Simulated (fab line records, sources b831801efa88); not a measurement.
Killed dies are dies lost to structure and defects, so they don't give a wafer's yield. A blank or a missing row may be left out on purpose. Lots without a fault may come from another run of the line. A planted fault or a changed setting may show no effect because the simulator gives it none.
Which tool did it? | flow gf180mcu | 12 lots, 36 wafers sampled, at 5 steps of a route of 602

WHAT THE GAUGES READ, wafer by wafer
GF_V5_THK_MEAS_03.
lot  | measured     | on            | V5_CVD_02_THK (nm)
L592 | day 26 13:35 | film_metro-02 | 1444 1457 1470
L593 | day 26 15:46 | film_metro-01 | 1432 1437 1451
L595 | day 27 07:01 | film_metro-02 | 2317 1440 1461
L597 | day 27 22:45 | film_metro-02 | 1433 1448 1457
L599 | day 28 16:58 | film_metro-01 | 1409 2327 1444
L605 | day 30 08:07 | film_metro-04 | 1434 1442 1471
L607 | day 31 01:35 | film_metro-04 | 1441 1464 1461
L609 | day 31 10:30 | film_metro-02 | 1430 1453 1468
L610 | day 31 17:43 | film_metro-02 | 1428 1440 1462
L611 | day 31 21:46 | film_metro-01 | 1452 1453 1480
L612 | day 32 04:38 | film_metro-01 | 1415 1439 1435
L613 | day 32 10:50 | film_metro-01 | 1412 1445 1456

WHICH TOOL RAN EACH LOT (tool, then ch and the chambers of the sampled wafers, then the start)
lot  | GF_V4_ETCH_16                      | GF_MIM_SPUTTER_02            | GF_MIM_SPUTTER_04            | GF_V5_CVD_02
L592 | rie_diel-01 ch 1,2, day 24 15:33   | pvd_sputter-02, day 24 17:04 | pvd_sputter-02, day 24 17:07 | pecvd-03 ch 0,1, day 26 13:27
L593 | rie_diel-02 ch 0,1,2, day 24 18:04 | pvd_sputter-02, day 24 19:35 | pvd_sputter-02, day 24 19:38 | pecvd-02 ch 1,2, day 26 15:39
L595 | rie_diel-04 ch 0,1, day 25 11:19   | pvd_sputter-02, day 25 12:47 | pvd_sputter-02, day 25 12:51 | pecvd-03 ch 1,2, day 27 06:55
L597 | rie_diel-02 ch 0,1,3, day 26 03:52 | pvd_sputter-01, day 26 05:41 | pvd_sputter-01, day 26 05:44 | pecvd-04 ch 1,2, day 27 22:39
L599 | rie_diel-01 ch 1,2, day 26 21:46   | pvd_sputter-02, day 26 23:15 | pvd_sputter-02, day 26 23:18 | pecvd-03 ch 0,2, day 28 16:50
L605 | rie_diel-04 ch 0,2, day 28 15:03   | pvd_sputter-02, day 28 16:32 | pvd_sputter-02, day 28 16:35 | pecvd-02 ch 1,2, day 30 08:01
L607 | rie_diel-02 ch 1,2,3, day 29 09:33 | pvd_sputter-02, day 29 11:02 | pvd_sputter-02, day 29 11:05 | pecvd-03 ch 0,1, day 31 01:28
L609 | rie_diel-02 ch 0,2,3, day 29 20:25 | pvd_sputter-01, day 29 21:53 | pvd_sputter-01, day 29 21:56 | pecvd-03 ch 0,1,2, day 31 10:23
L610 | rie_diel-02 ch 0,2,3, day 30 02:46 | pvd_sputter-01, day 30 04:14 | pvd_sputter-01, day 30 04:17 | pecvd-03 ch 1,2, day 31 17:36
L611 | rie_diel-02 ch 0,1,2, day 30 07:06 | pvd_sputter-01, day 30 08:36 | pvd_sputter-01, day 30 08:39 | pecvd-03 ch 0,1, day 31 21:40
L612 | rie_diel-02 ch 0,1,3, day 30 15:00 | pvd_sputter-02, day 30 16:32 | pvd_sputter-02, day 30 16:35 | pecvd-03 ch 0,1, day 32 04:32
L613 | rie_diel-01 ch 0,1,3, day 30 21:00 | pvd_sputter-01, day 30 22:29 | pvd_sputter-01, day 30 22:32 | pecvd-03 ch 0,2, day 32 10:44
- GF_V4_ETCH_16: etches BARC in N2/H2.
- GF_MIM_SPUTTER_02: material AlCu, target thk 450 nm, time 23.9 s.
- GF_MIM_SPUTTER_04: material TiN, target thk 50 nm, time 41.7 s.
- GF_V5_CVD_02: deposits SiO2 from TEOS, target thk 1450 nm, time 163.28 s.

WHAT THE TOOLS THEMSELVES READ (means of the sampled wafers that have a number; where no wafer has one, the mark that the record gives instead)
GF_V4_ETCH_16.
lot  | tool        | drypump_motor_current_A (A) | n2_flow_sccm (sccm) | oes_product_au (a.u.) | rf_fwd_power_W (W) | throttle_valve_pct (%)
L592 | rie_diel-01 | 5.6                         | 100.23              | 0.852                 | 492.9              | 13.219
L593 | rie_diel-02 | 5.5                         | 99.75               | 0.856                 | 494.1              | 13.224
L595 | rie_diel-04 | 5.7                         | 99.98               | 0.857                 | 494.3              | 13.221
L597 | rie_diel-02 | 5.4                         | 99.91               | 0.851                 | 494.3              | 13.221
L599 | rie_diel-01 | 5.6                         | 99.80               | 0.857                 | 495.0              | 13.230
L605 | rie_diel-04 | 6.0                         | 100.22              | 0.855                 | 494.2              | 13.226
L607 | rie_diel-02 | 5.3                         | 100.05              | 0.855                 | 494.1              | 13.222
L609 | rie_diel-02 | 5.3                         | 99.64               | 0.857                 | 496.1              | 13.217
L610 | rie_diel-02 | 5.3                         | 100.14              | 0.853                 | 496.0              | 13.234
L611 | rie_diel-02 | 5.5                         | 99.91               | 0.856                 | 494.2              | 13.214
L612 | rie_diel-02 | 5.4                         | 100.01              | 0.856                 | 494.9              | 13.222
L613 | rie_diel-01 | 5.7                         | 99.95               | 0.855                 | 494.9              | 13.224

GF_MIM_SPUTTER_02.
lot  | tool           | throttle_valve_pct (%)
L592 | pvd_sputter-02 | 30.1
L593 | pvd_sputter-02 | 29.5
L595 | pvd_sputter-02 | 30.1
L597 | pvd_sputter-01 | 30.3
L599 | pvd_sputter-02 | 29.7
L605 | pvd_sputter-02 | 30.0
L607 | pvd_sputter-02 | 29.2
L609 | pvd_sputter-01 | 31.0
L610 | pvd_sputter-01 | 31.4
L611 | pvd_sputter-01 | 30.5
L612 | pvd_sputter-02 | 30.1
L613 | pvd_sputter-01 | 31.6

GF_MIM_SPUTTER_04.
lot  | tool           | throttle_valve_pct (%)
L592 | pvd_sputter-02 | 30.1
L593 | pvd_sputter-02 | 29.4
L595 | pvd_sputter-02 | 30.1
L597 | pvd_sputter-01 | 30.5
L599 | pvd_sputter-02 | 29.6
L605 | pvd_sputter-02 | 30.2
L607 | pvd_sputter-02 | 29.5
L609 | pvd_sputter-01 | 31.0
L610 | pvd_sputter-01 | 31.3
L611 | pvd_sputter-01 | 30.5
L612 | pvd_sputter-02 | 29.9
L613 | pvd_sputter-01 | 31.5

GF_V5_CVD_02.
lot  | tool     | heater_power_w (W) | rf_fwd_power_W (W)
L592 | pecvd-03 | 663                | 597.7
L593 | pecvd-02 | 638                | 597.8
L595 | pecvd-03 | 671                | 598.0
L597 | pecvd-04 | 642                | 596.5
L599 | pecvd-03 | 582                | 599.2
L605 | pecvd-02 | 674                | 597.1
L607 | pecvd-03 | 616                | 597.3
L609 | pecvd-03 | 590                | 594.7
L610 | pecvd-03 | 670                | 598.4
L611 | pecvd-03 | 638                | 596.0
L612 | pecvd-03 | 641                | 596.5
L613 | pecvd-03 | 554                | 595.9

THE ANSWER, worked out from the rows above alone
Rule: what is usual is taken from the lots themselves. Put in order of their means at a reading, lots are off if they are a third of the lots or fewer, leave a main group of 4 or more, and stand apart from it by a gap of 3 or more times the standard deviation of the main group's means; of several such gaps the widest counts. A main group whose means are all the same, to the digits that the tables above print for the reading, isn't used. A lot without any number at a reading at which 4 lots or more have one is off too. The other lots that the step has rows for count as sound. The gauges are gone through in route order, then the tools' own readings, and for those a lot's mean is taken as printed above. The first step at which some lot is off is used, and at that step the reading that is off furthest; a lot without a number counts as furthest.
Off: L595, L599, at GF_V5_THK_MEAS_03 (V5_CVD_02_THK). The main group: mean 1447 nm, standard deviation 9.2.
A tool fits if, at a process step before that reading, it ran every lot that is off, and no sound lot after the first of them. The gauges at GF_V5_THK_MEAS_03 are tried like those tools. None of those tried fits.

WHAT THE SIMULATOR HAD PUT IN
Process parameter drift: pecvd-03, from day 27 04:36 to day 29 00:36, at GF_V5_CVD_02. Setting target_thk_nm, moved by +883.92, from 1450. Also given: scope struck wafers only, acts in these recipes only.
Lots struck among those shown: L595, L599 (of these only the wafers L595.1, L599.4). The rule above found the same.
